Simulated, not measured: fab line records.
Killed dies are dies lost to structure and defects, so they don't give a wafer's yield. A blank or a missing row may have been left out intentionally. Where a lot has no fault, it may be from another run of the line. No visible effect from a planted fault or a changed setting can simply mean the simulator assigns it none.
What tool caused it? + flow sky130 + at 1 step of a route of 708, 12 lots with 36 wafers sampled

WHAT EACH GAUGE READ, for each wafer
SKY_VIA2_BOW_MEAS_03.
| lot  | measured     | on           | VIA2_BOW (um) |
|------|--------------|--------------|---------------|
| L075 | day 35 05:46 | filmMetro-02 | 81 88 91      |
| L077 | day 36 04:09 | filmMetro-03 | 79 80 82      |
| L079 | day 36 14:01 | filmMetro-02 | 86 78 73      |
| L081 | day 37 17:10 | filmMetro-03 | 96 90 73      |
| L083 | day 38 03:05 | filmMetro-03 | 90 98 79      |
| L085 | day 38 16:39 | filmMetro-04 | 84 91 86      |
| L087 | day 39 05:00 | filmMetro-03 | 88 96 90      |
| L089 | day 39 15:11 | filmMetro-02 | 86 88 87      |
| L091 | day 40 04:02 | filmMetro-04 | 84 84 83      |
| L093 | day 40 19:59 | filmMetro-02 | 80 80 84      |
| L095 | day 41 10:10 | filmMetro-02 | 97 94 97      |
| L097 | day 41 19:11 | filmMetro-03 | 86 98 88      |

WHICH TOOL RAN EACH LOT (tool, then ch and the chambers of the sampled wafers, then the start)
Record: no process step prior to these readings.

THE ANSWER, worked out from the rows above alone
Rule: the lots themselves supply what counts as usual. The widest of any qualifying gaps counts: lots, ordered by their means at a reading, are off when they make up no more than a third of the lots, leave a main group of 4 or more, and stand apart from it by 3 or more times the standard deviation of that group's means. A main group is skipped when, at the precision printed for the reading in the tables above, its means are all equal. A lot without any number at a reading at which 4 lots or more have one is off too. The other lots that the step has rows for count as sound.
Nothing can be told from this: no lot is off at any reading shown.

WHAT HAD BEEN PUT IN BY THE SIMULATOR
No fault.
